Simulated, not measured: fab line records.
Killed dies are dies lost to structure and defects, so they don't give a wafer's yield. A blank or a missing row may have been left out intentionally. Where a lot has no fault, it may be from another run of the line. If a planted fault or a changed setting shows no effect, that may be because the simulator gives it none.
fab line records | flow sky130
record: lots: 14 | wafers: 42 | last-day: 50
route steps=708 shown METAL4@630 VIA4@642 METAL5@662
lots that met no fault: taken from a fault-free run of the same line
start-h: hours from the record's first day to the start of the lot's first wafer shown | wait-h: hours from the lot's prior step to this one | " identical to the entry in the row above | L1.1+2: several wafers, shown together as one row | - no value present, or no start provided | * or withheld: withheld | < > ~ a bound
route shown NAME@n: a module of which the file shows steps, and the number in the route of the first | usual: the fault-free wafers' mean and standard deviation | same: alike in all rows | chamber/n: place in a boat | sites: per-site readings | _std_site: standard deviation of those values | _edge_site: the outer-site mean with the inner-site mean subtracted | radius-mm: how far each site lies from the wafer's centre | mask NAME#n: copy n | behind: the last tool/chamber to shape the wafer | hold: why the lot went on hold/how many hours it stayed there/how the hold came to an end | device: the n, p or np transistor that did not switch | end of line: the route-end tests of the same wafers | a step given without rows: its recipe and nothing more | killed: count of dies lost to structure and defects at first sort (not the wafer's yield) | map: per-die view of a wafer (x killed, . not killed, _ where there is no die)
set.NAME: the setting as run; set.NAME@STEP: as run at that earlier step | model.NAME: the simulator's own value behind a step, which no gauge read
one table for each step of the route and one row for each wafer, over a sample of lots
services: a tool's chamber out of use, with start hour (start-h, from the record's first day; less than 0 if before it), hours out, and reason
== steps ==
step: SKY_METAL4_OVL_MEAS_14
usual: METAL4_OVL: -2/5.2
lot.wafer | tool       | chamber | start-h | wait-h | METAL4_OVL[nm]
L895.2    | overlay-02 | -       | 976.06  | 0.1    | 0
L895.3    | "          | -       | "       | "      | 5
L895.6    | "          | -       | "       | "      | -8
L896.2    | overlay-01 | -       | 986.51  | 0.1    | 2
L896.3    | "          | -       | "       | "      | -1
L896.6    | "          | -       | "       | "      | -3
L897.1    | overlay-02 | -       | 993.10  | 0.1    | 3
L897.5    | "          | -       | "       | "      | -8
L897.6    | "          | -       | "       | "      | -4
L898.2    | overlay-02 | -       | 993.96  | 0.1    | -13
L898.4    | "          | -       | "       | "      | -12
L898.6    | "          | -       | "       | "      | -4
L899.1    | overlay-01 | -       | 1011.50 | 0.1    | 3
L899.3    | "          | -       | "       | "      | -3
L899.5    | "          | -       | "       | "      | -1
L904.1    | overlay-02 | -       | 1040.33 | 0.1    | -9
L904.5    | "          | -       | "       | "      | -3
L904.6    | "          | -       | "       | "      | -8
L906.1    | overlay-01 | -       | 1052.91 | 0.1    | 6
L906.2    | "          | -       | "       | "      | 0
L906.4    | "          | -       | "       | "      | -5
L907.3    | overlay-01 | -       | 1056.72 | 0.1    | -5
L907.4    | "          | -       | "       | "      | 1
L907.5    | "          | -       | "       | "      | -4
L912.1    | overlay-02 | -       | 1090.55 | 0.1    | -4
L912.3    | "          | -       | "       | "      | -6
L912.5    | "          | -       | "       | "      | 1
L914.3    | overlay-01 | -       | 1102.66 | 0.1    | -7
L914.5    | "          | -       | "       | "      | 0
L914.6    | "          | -       | "       | "      | 5
L915.1    | overlay-02 | -       | 1107.97 | 0.1    | 7
L915.2    | "          | -       | "       | "      | -2
L915.3    | "          | -       | "       | "      | -6
L916.3    | overlay-01 | -       | 1112.78 | 0.1    | 1
L916.4    | "          | -       | "       | "      | 6
L916.5    | "          | -       | "       | "      | -13
L917.1    | overlay-01 | -       | 1118.75 | 0.1    | 1
L917.3    | "          | -       | "       | "      | 1
L917.6    | "          | -       | "       | "      | -1
L918.1    | overlay-01 | -       | 1132.41 | 0.1    | -2
L918.2    | "          | -       | "       | "      | -4
L918.4    | "          | -       | "       | "      | -2
step: SKY_VIA4_BOW_MEAS_03
recipe: mode: bow
usual: VIA4_BOW: 79/8.4
lot.wafer | tool          | chamber | start-h | wait-h | VIA4_BOW[um]
L895.2    | film-metro-03 | -       | 977.79  | 0.2    | 88
L895.3    | "             | -       | "       | "      | 80
L895.6    | "             | -       | "       | "      | 88
L896.2    | film-metro-04 | -       | 988.28  | 0.2    | 72
L896.3    | "             | -       | "       | "      | 81
L896.6    | "             | -       | "       | "      | 79
L897.1    | film-metro-03 | -       | 994.90  | 0.1    | 79
L897.5    | "             | -       | "       | "      | 82
L897.6    | "             | -       | "       | "      | 81
L898.2    | film-metro-03 | -       | 995.78  | 0.2    | 78
L898.4    | "             | -       | "       | "      | 89
L898.6    | "             | -       | "       | "      | 80
L899.1    | film-metro-04 | -       | 1013.12 | 0.2    | 76
L899.3    | "             | -       | "       | "      | 78
L899.5    | "             | -       | "       | "      | 79
L904.1    | film-metro-01 | -       | 1041.96 | 0.2    | 81
L904.5    | "             | -       | "       | "      | 84
L904.6    | "             | -       | "       | "      | 88
L906.1    | film-metro-04 | -       | 1054.41 | 0.2    | 84
L906.2    | "             | -       | "       | "      | 69
L906.4    | "             | -       | "       | "      | 80
L907.3    | film-metro-01 | -       | 1058.25 | 0.2    | 76
L907.4    | "             | -       | "       | "      | 79
L907.5    | "             | -       | "       | "      | 72
L912.1    | film-metro-03 | -       | 1092.24 | 0.2    | 68
L912.3    | "             | -       | "       | "      | 72
L912.5    | "             | -       | "       | "      | 59
L914.3    | film-metro-03 | -       | 1104.18 | 0.1    | 88
L914.5    | "             | -       | "       | "      | 81
L914.6    | "             | -       | "       | "      | 82
L915.1    | film-metro-03 | -       | 1109.50 | 0.2    | 83
L915.2    | "             | -       | "       | "      | 74
L915.3    | "             | -       | "       | "      | 75
L916.3    | film-metro-03 | -       | 1114.33 | 0.1    | 68
L916.4    | "             | -       | "       | "      | 75
L916.5    | "             | -       | "       | "      | 79
L917.1    | film-metro-04 | -       | 1120.24 | 0.1    | 81
L917.3    | "             | -       | "       | "      | 71
L917.6    | "             | -       | "       | "      | 67
L918.1    | film-metro-01 | -       | 1133.96 | 0.2    | 89
L918.2    | "             | -       | "       | "      | 89
L918.4    | "             | -       | "       | "      | 79
step: SKY_VIA4_OVL_MEAS_11
usual: VIA4_OVL: 0.2/1.2
lot.wafer | tool       | chamber | start-h | wait-h | VIA4_OVL[nm]
L895.2    | overlay-02 | -       | 1000.95 | 0.1    | -0.7
L895.3    | "          | -       | "       | "      | -2.1
L895.6    | "          | -       | "       | "      | -0.4
L896.2    | overlay-02 | -       | 1010.99 | 0.1    | 0.7
L896.3    | "          | -       | "       | "      | 1.0
L896.6    | "          | -       | "       | "      | 1.5
L897.1    | overlay-02 | -       | 1017.69 | 0.1    | -0.7
L897.5    | "          | -       | "       | "      | -0.5
L897.6    | "          | -       | "       | "      | -1.7
L898.2    | overlay-01 | -       | 1018.29 | 0.1    | 0.0
L898.4    | "          | -       | "       | "      | -0.6
L898.6    | "          | -       | "       | "      | -1.8
L899.1    | overlay-01 | -       | 1035.44 | 0.1    | 1.7
L899.3    | "          | -       | "       | "      | 0.5
L899.5    | "          | -       | "       | "      | 1.2
L904.1    | overlay-02 | -       | 1062.79 | 0.1    | -1.5
L904.5    | "          | -       | "       | "      | -1.1
L904.6    | "          | -       | "       | "      | -1.0
L906.1    | overlay-02 | -       | 1075.34 | 0.1    | 1.7
L906.2    | "          | -       | "       | "      | -0.3
L906.4    | "          | -       | "       | "      | 0.0
L907.3    | overlay-02 | -       | 1078.90 | 0.1    | 0.7
L907.4    | "          | -       | "       | "      | -0.7
L907.5    | "          | -       | "       | "      | 1.4
L912.1    | overlay-02 | -       | 1112.30 | 0.1    | 1.1
L912.3    | "          | -       | "       | "      | -1.4
L912.5    | "          | -       | "       | "      | 0.0
L914.3    | overlay-01 | -       | 1123.35 | 0.1    | -2.1
L914.5    | "          | -       | "       | "      | -1.2
L914.6    | "          | -       | "       | "      | -1.4
L915.1    | overlay-01 | -       | 1128.64 | 0.1    | -0.8
L915.2    | "          | -       | "       | "      | 0.1
L915.3    | "          | -       | "       | "      | 0.4
L916.3    | overlay-02 | -       | 1133.95 | 0.1    | 1.5
L916.4    | "          | -       | "       | "      | 1.5
L916.5    | "          | -       | "       | "      | 2.0
L917.1    | overlay-01 | -       | 1139.50 | 0.1    | 0.7
L917.3    | "          | -       | "       | "      | 0.8
L917.6    | "          | -       | "       | "      | 1.3
L918.1    | overlay-01 | -       | 1151.70 | 0.1    | 1.5
L918.2    | "          | -       | "       | "      | 1.3
L918.4    | "          | -       | "       | "      | 0.1
step: SKY_METAL5_SPUTTER_01
recipe: material: TiN | target-thk-nm: 20 | power-w: 6500 | time-s: 16.7 | chamber-pressure-pa: 0.4
usual: cathode-dc-power-W: 6500.1/1.2 | chamber-pressure-pa: 0.4000/0.00079 | throttle-valve-pct: 29.9/1.1
lot.wafer | tool           | chamber | start-h | wait-h | cathode-dc-power-W | chamber-pressure-pa | throttle-valve-pct
L895.2    | pvd-sputter-01 | -       | 1002.36 | 0.0    | 6499.4             | 0.3993              | 29.3
L895.3    | "              | -       | "       | "      | 6499.6             | 0.3985              | 27.0
L895.6    | "              | -       | "       | "      | 6500.3             | 0.3988              | 29.2
L896.2    | pvd-sputter-03 | -       | 1012.40 | 0.0    | 6501.2             | 0.3990              | 30.3
L896.3    | "              | -       | "       | "      | 6502.3             | 0.3994              | 30.6
L896.6    | "              | -       | "       | "      | 6499.5             | 0.3992              | 31.0
L897.1    | pvd-sputter-02 | -       | 1019.10 | 0.0    | 6501.0             | 0.4002              | 29.9
L897.5    | "              | -       | "       | "      | 6497.8             | 0.4001              | 30.1
L897.6    | "              | -       | "       | "      | 6500.5             | 0.3995              | 30.9
L898.2    | pvd-sputter-03 | -       | 1019.90 | 0.0    | 6501.8             | 0.3995              | 29.8
L898.4    | "              | -       | "       | "      | 6499.8             | 0.3990              | 30.0
L898.6    | "              | -       | "       | "      | 6500.2             | 0.3996              | 30.0
L899.1    | pvd-sputter-01 | -       | 1036.87 | 0.0    | 6499.8             | 0.3995              | 29.0
L899.3    | "              | -       | "       | "      | 6500.1             | 0.4003              | 29.6
L899.5    | "              | -       | "       | "      | 6500.5             | 0.4006              | 29.6
L904.1    | pvd-sputter-01 | -       | 1064.20 | 0.0    | 6499.8             | 0.3995              | 30.9
L904.5    | "              | -       | "       | "      | 6501.4             | 0.3999              | 27.2
L904.6    | "              | -       | "       | "      | 6498.9             | 0.3990              | 29.8
L906.1    | pvd-sputter-01 | -       | 1076.76 | 0.0    | -                  | -                   | -
L906.2    | "              | -       | "       | "      | -                  | -                   | -
L906.4    | "              | -       | "       | "      | -                  | -                   | -
L907.3    | pvd-sputter-03 | -       | 1080.30 | 0.0    | -                  | -                   | -
L907.4    | "              | -       | "       | "      | -                  | -                   | -
L907.5    | "              | -       | "       | "      | -                  | -                   | -
L912.1    | pvd-sputter-02 | -       | 1113.72 | 0.0    | 6498.4             | 0.4003              | 31.0
L912.3    | "              | -       | "       | "      | 6500.4             | 0.3998              | 29.5
L912.5    | "              | -       | "       | "      | 6500.5             | 0.3983              | 31.2
L914.3    | pvd-sputter-03 | -       | 1124.80 | 0.0    | 6499.3             | 0.4014              | 29.8
L914.5    | "              | -       | "       | "      | 6500.7             | 0.4014              | 30.3
L914.6    | "              | -       | "       | "      | 6499.0             | 0.4007              | 31.0
L915.1    | pvd-sputter-03 | -       | 1130.07 | 0.0    | 6502.0             | 0.4010              | 30.5
L915.2    | "              | -       | "       | "      | 6503.7             | 0.3989              | 30.1
L915.3    | "              | -       | "       | "      | 6500.5             | 0.3998              | 29.8
L916.3    | pvd-sputter-03 | -       | 1135.78 | 0.0    | 6501.0             | 0.4004              | 30.1
L916.4    | "              | -       | "       | "      | 6498.3             | 0.4013              | 30.7
L916.5    | "              | -       | "       | "      | 6501.1             | 0.3994              | 30.1
L917.1    | pvd-sputter-01 | -       | 1140.91 | 0.0    | 6501.4             | 0.4004              | 29.0
L917.3    | "              | -       | "       | "      | 6499.9             | 0.4015              | 27.1
L917.6    | "              | -       | "       | "      | 6500.0             | 0.4005              | 29.4
L918.1    | pvd-sputter-03 | -       | 1153.11 | 0.0    | 6500.5             | 0.3997              | 30.7
L918.2    | "              | -       | "       | "      | 6503.0             | 0.3988              | 30.9
L918.4    | "              | -       | "       | "      | 6499.0             | 0.4004              | 29.8
== services ==
tool           | chamber | start-h | hours | kind
pvd-sputter-01 | -       | 1049.02 | 1.7   | repair
pvd-sputter-01 | -       | 1062.95 | 0.6   | repair
pvd-sputter-03 | -       | 1115.68 | 1.0   | repair
== key ==
first-sign: step: SKY_METAL5_SPUTTER_01 | reading: tool-record | direction: missing
effect none on later readings
met-at SKY_METAL5_SPUTTER_01
struck-lots L906,L907
later-rows-left-out L906.1,L906.2,L906.4,L907.3,L907.4,L907.5
sort-left-out L906.1,L906.2,L906.4,L907.3,L907.4,L907.5
not-acting-at SKY_METAL4_OVL_MEAS_14,SKY_VIA4_BOW_MEAS_03,SKY_VIA4_OVL_MEAS_11
onset-between 1064.20 1076.76
fault: kind: skipped-step-whole | tool: pvd-sputter-01,pvd-sputter-03 | chamber: - | onset-h: 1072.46 | steps: SKY_METAL5_SPUTTER_01 | scope: struck-lots-only
sort-left-out: the simulated sort isn't trusted on such a fault, so these wafers' sort isn't shown, and their yield isn't known
later-rows-left-out: the simulator's readings of these wafers behind a module that went badly wrong aren't trusted and aren't shown, but for the sort
